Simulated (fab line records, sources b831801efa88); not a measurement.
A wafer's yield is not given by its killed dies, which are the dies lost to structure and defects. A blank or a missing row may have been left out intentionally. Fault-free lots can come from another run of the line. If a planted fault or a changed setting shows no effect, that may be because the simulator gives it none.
fab line records -- flow sfq_line
record lots=6, wafers=18, last_day=91
route steps=325 shown M4@159 I4@163
lots with no fault: from the same line, run without faults
start_h: the number of hours between the record's first day and the start of the first shown wafer of the lot -- wait_h: hours elapsed since this lot's preceding step -- " as in the row above -- L1.1+2: several wafers, shown together as one row -- - either no value or no given start -- * or withheld: withheld -- < > ~ a bound
route shown NAME@n: names a module that has steps shown in the file, with the first one's number in the route -- usual: average and standard deviation across the fault-free wafers -- same: alike in all rows -- chamber/n: place in a boat -- sites: readings site by site -- _std_site: standard deviation across them -- _edge_site: inner sites' mean taken away from outer sites' mean -- radius_mm: how far each site lies from the wafer's centre -- mask NAME#n: copy n -- behind: the tool/chamber that last shaped the wafer -- hold: the reason the lot was held/the length of the hold in hours/how it ended -- device: which transistor (n, p or np) failed to switch -- end of line: the route-end tests of the same wafers -- for a step that has no rows: nothing shown but its recipe -- killed: count of dies lost to structure and defects at first sort (not the wafer's yield) -- map: a wafer's dies, marking killed ones x, the rest . and places with no die _
set.NAME: the setting that was run; set.NAME@STEP: the one run at that earlier step -- model.NAME: the simulator's own value behind a step, which no gauge read
certain route steps with their lots: each step a table, each wafer a row
services: a tool's chamber out of use, with start hour (start_h, from the record's first day; less than 0 if before it), hours out, and reason
## steps
# step SFQ_TRILAYER_M4_BARC_OPEN_METAL_ETCH_123
# recipe mask_material=PR, chemistry=O2, target_depth_nm=125, target=BARC, icp_w=600, bias_w=80, pressure_mtorr=10, time_s=41.7
# usual drypump_motor_current_A=5.7/0.49, oes_product_au=0.685/0.0047
lot.wafer,tool,chamber,start_h,wait_h,drypump_motor_current_A,oes_product_au,rf_hours_counter_h
L247.1,rie_metal-04,0,1166.49,0.0,6.2,0.687,31
L247.2,rie_metal-04,1,1166.49,0.0,6.2,0.684,112
L247.4,rie_metal-04,1,1166.49,0.0,6.2,0.687,-
L252.2,rie_metal-04,0,1200.72,0.0,6.2,0.687,37
L252.3,rie_metal-04,0,1200.72,0.0,6.2,0.683,-
L252.5,rie_metal-04,0,1200.72,0.0,6.2,0.684,-
L253.3,rie_metal-03,0,1204.95,0.0,5.5,0.697,-
L253.5,rie_metal-03,0,1204.95,0.0,5.4,0.690,-
L253.6,rie_metal-03,1,1204.95,0.0,5.3,0.693,-
L256.1,rie_metal-03,1,1220.57,0.0,5.2,0.692,113
L256.5,rie_metal-03,1,1220.57,0.0,5.2,0.685,-
L256.6,rie_metal-03,0,1220.57,0.0,5.5,0.680,-
L257.2,rie_metal-02,0,1244.44,0.0,6.3,0.691,68
L257.3,rie_metal-02,1,1244.44,0.0,5.1,0.688,-
L257.4,rie_metal-02,0,1244.44,0.0,6.3,0.681,-
L258.1,rie_metal-02,0,1245.78,0.0,6.3,0.674,68
L258.4,rie_metal-02,0,1245.78,0.0,6.3,0.678,-
L258.6,rie_metal-02,1,1245.78,0.0,5.1,0.692,-
# step SFQ_TRILAYER_M4_ETCH_METAL_ETCH_096
# recipe target=Nb, stop_on=SiO2, mask_material=PR, chemistry=Cl2/Ar, target_depth_nm=240, icp_w=600, bias_w=80, pressure_mtorr=10, time_s=120
# usual drypump_motor_current_A=5.7/0.49, oes_product_au=0.894/0.0062
lot.wafer,tool,chamber,start_h,wait_h,drypump_motor_current_A,oes_product_au,rf_hours_counter_h
L247.1,rie_metal-04,0,1166.55,0.0,6.2,0.893,31
L247.2,rie_metal-04,1,1166.55,0.0,6.2,0.900,112
L247.4,rie_metal-04,1,1166.55,0.0,6.2,0.887,-
L252.2,rie_metal-04,0,1200.78,0.0,6.2,0.903,37
L252.3,rie_metal-04,0,1200.78,0.0,6.2,0.890,-
L252.5,rie_metal-04,0,1200.78,0.0,6.2,0.888,-
L253.3,rie_metal-03,0,1205.03,0.1,5.5,0.890,-
L253.5,rie_metal-03,0,1205.03,0.1,5.5,0.888,-
L253.6,rie_metal-03,1,1205.03,0.1,5.3,0.888,-
L256.1,rie_metal-03,1,1220.63,0.0,5.2,0.900,113
L256.5,rie_metal-03,1,1220.63,0.0,5.2,0.907,-
L256.6,rie_metal-03,0,1220.63,0.0,5.5,0.902,-
L257.2,rie_metal-02,0,1244.50,0.0,6.3,0.899,68
L257.3,rie_metal-02,1,1244.50,0.0,5.1,0.893,-
L257.4,rie_metal-02,0,1244.50,0.0,6.3,0.888,-
L258.1,rie_metal-02,0,1245.84,0.0,6.3,0.907,68
L258.4,rie_metal-02,0,1245.84,0.0,6.3,0.903,-
L258.6,rie_metal-02,1,1245.84,0.0,5.1,0.894,-
# step SFQ_TRILAYER_M4_STRIP_STRIP_097
# recipe gas=O2, power_w=200, platen_temp_c=40, overash_fraction=0.65, chemistry=O2, pressure_mtorr=50
# usual drypump_motor_current_A=5.7/0.49, oes_product_au=1.001/0.0093
lot.wafer,tool,chamber,start_h,wait_h,drypump_motor_current_A,oes_product_au,rf_hours_counter_h
L247.1,rie_metal-04,0,1166.68,0.1,6.2,1.010,31
L247.2,rie_metal-04,1,1166.68,0.1,6.2,1.012,112
L247.4,rie_metal-04,1,1166.68,0.1,6.2,1.017,-
L252.2,rie_metal-04,0,1200.90,0.1,6.2,1.006,37
L252.3,rie_metal-04,0,1200.90,0.1,6.2,1.006,-
L252.5,rie_metal-04,0,1200.90,0.1,6.2,1.004,-
L253.3,rie_metal-03,0,1205.32,0.2,5.4,0.989,-
L253.5,rie_metal-03,0,1205.32,0.2,5.5,0.989,-
L253.6,rie_metal-03,1,1205.32,0.2,5.3,0.993,-
L256.1,rie_metal-03,1,1220.76,0.1,5.3,0.991,113
L256.5,rie_metal-03,1,1220.76,0.1,5.3,0.998,-
L256.6,rie_metal-03,0,1220.76,0.1,5.5,1.011,-
L257.2,rie_metal-02,0,1244.62,0.1,6.3,1.000,68
L257.3,rie_metal-02,1,1244.62,0.1,5.1,1.005,-
L257.4,rie_metal-02,0,1244.62,0.1,6.3,1.010,-
L258.1,rie_metal-02,0,1245.96,0.1,6.3,1.004,68
L258.4,rie_metal-02,0,1245.96,0.1,6.3,0.999,-
L258.6,rie_metal-02,1,1245.96,0.1,5.1,0.994,-
# step SFQ_TRILAYER_M4_STRIP_SOLV_CLEAN_098
# recipe chemistry=NMP, temp_c=70, time_s=600
# step SFQ_TRILAYER_I4_DEP_PECVD_099
# recipe material=SiO2, temp_c=150, time_s=111.11, pressure_torr=2.4, rf_w=183.3, precursor=SiH4/N2O, target_thk_nm=500
# usual chamber_pressure_Torr=2.400/0.0056, heater_power_w=87/8.2, throttle_valve_pct=25.3/1.4
lot.wafer,tool,chamber,start_h,wait_h,chamber_pressure_Torr,heater_power_w,since_wet_clean_h,throttle_valve_pct
L247.1,pecvd-03,2,1167.45,0.0,2.402,92,959,24.0
L247.2,pecvd-03,0,1167.45,0.0,2.401,89,959,26.4
L247.4,pecvd-03,1,1167.45,0.0,2.399,73,-,26.8
L252.2,pecvd-02,0,1201.85,0.0,2.389,73,1363,25.2
L252.3,pecvd-02,1,1201.85,0.0,2.395,88,1363,27.1
L252.5,pecvd-02,1,1201.85,0.0,2.403,91,-,27.2
L253.3,pecvd-02,2,1206.07,0.0,2.390,72,1367,26.2
L253.5,pecvd-02,0,1206.07,0.0,2.398,82,-,25.0
L253.6,pecvd-02,1,1206.07,0.0,2.393,93,-,27.4
L256.1,pecvd-02,2,1221.53,0.0,2.406,71,1383,26.3
L256.5,pecvd-02,0,1221.53,0.0,2.409,88,-,25.1
L256.6,pecvd-02,1,1221.53,0.0,2.400,81,-,27.3
L257.2,pecvd-03,0,1245.40,0.0,2.401,90,1037,26.7
L257.3,pecvd-03,2,1245.40,0.0,2.406,96,1037,24.3
L257.4,pecvd-03,2,1245.40,0.0,2.408,96,-,23.9
L258.1,pecvd-01,1,1246.74,0.0,2.397,91,300,24.1
L258.4,pecvd-01,1,1246.74,0.0,2.399,96,-,24.0
L258.6,pecvd-01,2,1246.74,0.0,2.389,83,-,23.6
# step SFQ_TRILAYER_I4_CMP_CMP_100
# recipe material=SiO2, down_force_psi=2.921, platen_rpm=60, pad_velocity_m_s=0.94248
# step SFQ_I4_BOW_MEAS_927
# recipe mode=bow
# usual I4_BOW=2/8.1
lot.wafer,tool,chamber,start_h,wait_h,I4_BOW[um]
L247.1,film_metro-04,-,1170.53,2.5,2
L247.2,film_metro-04,-,1170.53,2.5,14
L247.4,film_metro-04,-,1170.53,2.5,-1
L252.2,film_metro-01,-,1205.80,2.5,9
L252.3,film_metro-01,-,1205.80,2.5,16
L252.5,film_metro-01,-,1205.80,2.5,0
L253.3,film_metro-02,-,1211.82,1.5,3
L253.5,film_metro-02,-,1211.82,1.5,6
L253.6,film_metro-02,-,1211.82,1.5,8
L256.1,film_metro-01,-,1225.41,1.5,-3
L256.5,film_metro-01,-,1225.41,1.5,-2
L256.6,film_metro-01,-,1225.41,1.5,5
L257.2,film_metro-04,-,1248.50,1.5,11
L257.3,film_metro-04,-,1248.50,1.5,8
L257.4,film_metro-04,-,1248.50,1.5,14
L258.1,film_metro-04,-,1251.48,1.5,4
L258.4,film_metro-04,-,1251.48,1.5,11
L258.6,film_metro-04,-,1251.48,1.5,17
# step SFQ_TRILAYER_I4_METRO_MEASURE_101
# step SFQ_TRILAYER_I4_VIA_LITHO_COAT_108
# recipe resist=BARC, spin_rpm=3000, resist_thk_nm=62
# step SFQ_TRILAYER_I4_VIA_LITHO_COAT_103
# recipe resist=KrF, spin_rpm=3000, resist_thk_nm=650
# step SFQ_TRILAYER_I4_VIA_LITHO_SOFTBAKE_107
# recipe temp_c=withheld, time_s=withheld, resist=KrF
# step SFQ_TRILAYER_I4_VIA_LITHO_EXPOSE_104
# recipe mask_id=I4, na=0.6, source_shape=conventional, sigma_outer=0.65, target_cd_nm=700, dose_mj=21.3
# step SFQ_TRILAYER_I4_VIA_LITHO_PEB_106
# recipe peb_temp_c=115, peb_time_s=60, resist=KrF
# usual heater_power_total_W=79.16/0.061, plate_temp_C=115.01/0.11
# same peb_time_s=60
lot.wafer,tool,chamber,start_h,wait_h,heater_power_total_W,plate_temp_C
L247.1,litho_track-01,0,1301.13,1.0,79.14,114.93
L247.2,litho_track-01,0,1301.13,1.0,79.21,114.98
L247.4,litho_track-01,0,1301.13,1.0,79.13,114.98
L252.2,litho_track-01,0,1341.45,0.8,79.05,114.97
L252.3,litho_track-01,0,1341.45,0.8,79.16,115.07
L252.5,litho_track-01,0,1341.45,0.8,79.25,114.86
L253.3,litho_track-01,0,1348.67,0.7,81.84,117.87
L253.5,litho_track-01,0,1348.67,0.7,81.90,118.01
L253.6,litho_track-01,0,1348.67,0.7,81.87,118.05
L256.1,litho_track-01,0,1361.82,1.0,81.77,117.77
L256.5,litho_track-01,0,1361.82,1.0,81.71,117.81
L256.6,litho_track-01,0,1361.82,1.0,81.87,117.89
L257.2,litho_track-03,0,1381.05,0.8,79.15,115.02
L257.3,litho_track-03,0,1381.05,0.8,79.07,114.95
L257.4,litho_track-03,0,1381.05,0.8,79.17,115.09
L258.1,litho_track-03,0,1384.62,1.0,79.18,114.95
L258.4,litho_track-03,0,1384.62,1.0,79.12,114.84
L258.6,litho_track-03,0,1384.62,1.0,79.26,114.85
# step SFQ_TRILAYER_I4_VIA_LITHO_DEVELOP_105
# recipe time_s=60, resist=KrF
# step SFQ_I4_OVL_MEAS_928
# usual I4_OVL=1/5.9
lot.wafer,tool,chamber,start_h,wait_h,I4_OVL[nm]
L247.1,overlay-02,-,1301.43,0.1,-3
L247.2,overlay-02,-,1301.43,0.1,-6
L247.4,overlay-02,-,1301.43,0.1,-3
L252.2,overlay-02,-,1341.73,0.1,-4
L252.3,overlay-02,-,1341.73,0.1,-4
L252.5,overlay-02,-,1341.73,0.1,-1
L253.3,overlay-02,-,1348.94,0.1,0
L253.5,overlay-02,-,1348.94,0.1,-6
L253.6,overlay-02,-,1348.94,0.1,-1
L256.1,overlay-02,-,1362.12,0.1,-10
L256.5,overlay-02,-,1362.12,0.1,-12
L256.6,overlay-02,-,1362.12,0.1,-4
L257.2,overlay-02,-,1381.33,0.1,11
L257.3,overlay-02,-,1381.33,0.1,7
L257.4,overlay-02,-,1381.33,0.1,6
L258.1,overlay-02,-,1384.92,0.1,3
L258.4,overlay-02,-,1384.92,0.1,5
L258.6,overlay-02,-,1384.92,0.1,2
# step SFQ_TRILAYER_I4_VIA_BARC_OPEN_VIA_ETCH_146
# recipe mask_material=PR, chemistry=O2, target_depth_nm=125, target=BARC, source_w=500, bias_w=80, pressure_mtorr=30, time_s=41.7
# usual drypump_motor_current_A=5.8/0.47, oes_product_au=0.686/0.0049
lot.wafer,tool,chamber,start_h,wait_h,drypump_motor_current_A,oes_product_au,rf_hours_counter_h,model.I4.cd_nm
L247.1,rie_diel-03,2,1301.47,0.0,5.7,0.688,8,700.3
L247.2,rie_diel-03,3,1301.47,0.0,5.9,0.683,7,699
L247.4,rie_diel-03,1,1301.47,0.0,4.9,0.683,15,699.4
L252.2,rie_diel-03,3,1341.76,0.0,5.9,0.684,8,701.7
L252.3,rie_diel-03,2,1341.76,0.0,5.7,0.685,9,701.9
L252.5,rie_diel-03,0,1341.76,0.0,5.7,0.692,-,702.6
L253.3,rie_diel-02,1,1348.96,0.0,6.0,0.689,11,749.5
L253.5,rie_diel-02,0,1348.96,0.0,6.0,0.681,-,751.9
L253.6,rie_diel-02,1,1348.96,0.0,6.0,0.681,-,749.6
L256.1,rie_diel-02,1,1362.16,0.0,6.0,0.693,11,745.5
L256.5,rie_diel-02,2,1362.16,0.0,4.7,0.692,-,747.2
L256.6,rie_diel-02,1,1362.16,0.0,6.0,0.687,-,744.9
L257.2,rie_diel-01,1,1381.36,0.0,6.0,0.687,9,700.2
L257.3,rie_diel-01,3,1381.36,0.0,6.2,0.680,14,697.4
L257.4,rie_diel-01,0,1381.36,0.0,6.0,0.687,15,698.3
L258.1,rie_diel-03,2,1384.96,0.0,5.6,0.678,10,698.8
L258.4,rie_diel-03,3,1384.96,0.0,5.9,0.690,9,699
L258.6,rie_diel-03,0,1384.96,0.0,5.7,0.685,-,699.4
# step SFQ_TRILAYER_I4_VIA_ETCH_VIA_ETCH_106
# recipe target=SiO2, stop_on=Nb, mask_material=PR, taper_deg=20, chemistry=CHF3, target_depth_nm=260, source_w=500, bias_w=81.01, pressure_mtorr=30, time_s=withheld
# usual drypump_motor_current_A=5.8/0.47, oes_product_au=0.856/0.0051
lot.wafer,tool,chamber,start_h,wait_h,drypump_motor_current_A,oes_product_au,model.I4.cd_nm
L247.1,rie_diel-03,2,1301.51,0.0,5.7,0.854,700.1
L247.2,rie_diel-03,3,1301.51,0.0,5.9,0.858,698.7
L247.4,rie_diel-03,1,1301.51,0.0,4.9,0.863,701.3
L252.2,rie_diel-03,3,1341.80,0.0,5.9,0.849,700.8
L252.3,rie_diel-03,2,1341.80,0.0,5.7,0.852,701.2
L252.5,rie_diel-03,0,1341.80,0.0,5.7,0.847,702.4
L253.3,rie_diel-02,1,1349.00,0.0,6.0,0.860,747.5
L253.5,rie_diel-02,0,1349.00,0.0,5.9,0.850,750.9
L253.6,rie_diel-02,1,1349.00,0.0,6.0,0.855,748
L256.1,rie_diel-02,1,1362.20,0.0,6.0,0.854,744.4
L256.5,rie_diel-02,2,1362.20,0.0,4.7,0.854,745.5
L256.6,rie_diel-02,1,1362.20,0.0,6.0,0.860,743.8
L257.2,rie_diel-01,1,1381.40,0.0,6.0,0.851,700
L257.3,rie_diel-01,3,1381.40,0.0,6.2,0.858,696
L257.4,rie_diel-01,0,1381.40,0.0,6.0,0.862,699.2
L258.1,rie_diel-03,2,1385.00,0.0,5.7,0.850,698.6
L258.4,rie_diel-03,3,1385.00,0.0,5.9,0.858,698.7
L258.6,rie_diel-03,0,1385.00,0.0,5.8,0.845,699.1
# step SFQ_TRILAYER_I4_VIA_STRIP_STRIP_107
# recipe gas=O2, power_w=200, platen_temp_c=40, overash_fraction=0.65, chemistry=O2, pressure_mtorr=50
# usual drypump_motor_current_A=5.8/0.47, oes_product_au=1.005/0.0076
lot.wafer,tool,chamber,start_h,wait_h,drypump_motor_current_A,oes_product_au,rf_hours_counter_h
L247.1,rie_metal-03,1,1301.62,-,5.2,0.997,127
L247.2,rie_metal-03,0,1301.62,-,5.5,1.011,13
L247.4,rie_metal-03,1,1301.62,-,5.2,0.997,-
L252.2,rie_metal-03,1,1341.91,-,5.3,0.992,133
L252.3,rie_metal-03,1,1341.91,-,5.3,1.000,-
L252.5,rie_metal-03,1,1341.91,-,5.3,0.995,-
L253.3,rie_metal-01,0,1349.31,-,5.5,1.010,-
L253.5,rie_metal-01,0,1349.31,-,5.5,1.002,-
L253.6,rie_metal-01,1,1349.31,-,6.6,1.009,-
L256.1,rie_metal-03,1,1362.31,-,5.2,0.993,137
L256.5,rie_metal-03,0,1362.31,-,5.5,1.014,-
L256.6,rie_metal-03,1,1362.31,-,5.2,1.001,-
L257.2,rie_metal-01,1,1381.51,-,6.6,1.004,55
L257.3,rie_metal-01,0,1381.51,-,5.5,0.997,-
L257.4,rie_metal-01,1,1381.51,-,6.6,1.003,-
L258.1,rie_metal-04,0,1385.11,-,6.2,0.991,66
L258.4,rie_metal-04,0,1385.11,-,6.1,1.004,-
L258.6,rie_metal-04,0,1385.11,-,6.1,0.992,-
## services
tool,chamber,start_h,hours,kind
rie_metal-04,0,1146.41,3.1,repair
rie_metal-02,0,1152.47,6.4,repair
rie_metal-03,-,1153.86,14.6,pm
rie_diel-03,1,1154.09,13.1,repair
rie_diel-02,1,1154.71,8.6,repair
pecvd-02,2,1167.60,5.0,repair
rie_metal-03,-,1168.46,10.0,pm
rie_metal-02,1,1169.20,1.1,repair
rie_diel-03,1,1171.97,8.8,repair
rie_diel-03,2,1208.00,8.7,repair
rie_diel-03,2,1238.37,2.1,repair
rie_diel-02,-,1266.63,0.4,repair
rie_metal-03,-,1268.83,1.4,pm
rie_diel-02,-,1269.39,2.8,pm
rie_metal-03,0,1272.26,9.1,repair
rie_metal-02,-,1274.28,0.3,repair
rie_diel-03,-,1276.68,0.6,repair
rie_diel-02,-,1282.73,0.5,repair
rie_metal-03,-,1297.81,2.5,repair
rie_metal-04,-,1312.11,2.2,repair
rie_diel-03,-,1332.14,1.1,repair
rie_diel-03,1,1339.95,14.0,repair
rie_metal-02,0,1347.11,6.4,repair
rie_diel-03,-,1378.48,0.9,repair
## key
first_sign step=SFQ_TRILAYER_I4_VIA_LITHO_PEB_106, reading=heater_power_total_W, direction=up, sigmas=43, usual=79.16, struck=81.83
effect step=SFQ_TRILAYER_I4_VIA_LITHO_PEB_106, reading=plate_temp_C, direction=up, sigmas=26, usual=*, struck=*
model_effect step=SFQ_TRILAYER_I4_VIA_BARC_OPEN_VIA_ETCH_146, value=I4.cd_nm, without=700.3, struck=748.1
model_effect step=SFQ_TRILAYER_I4_VIA_ETCH_VIA_ETCH_106, value=I4.cd_nm, without=698.9, struck=746.7
met_at SFQ_TRILAYER_I4_VIA_LITHO_PEB_106
struck_wafers L253.3,L253.5,L253.6,L256.1,L256.5,L256.6
onset_between 1341.45 1348.67
fault kind=process_parameter_drift, tool=litho_track-01, chamber=-, onset_h=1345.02, steps=SFQ_TRILAYER_I4_VIA_LITHO_PEB_106, channel=peb_temp_c, offset=*, shape=step, end_h=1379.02, acts_in=*, stated=*
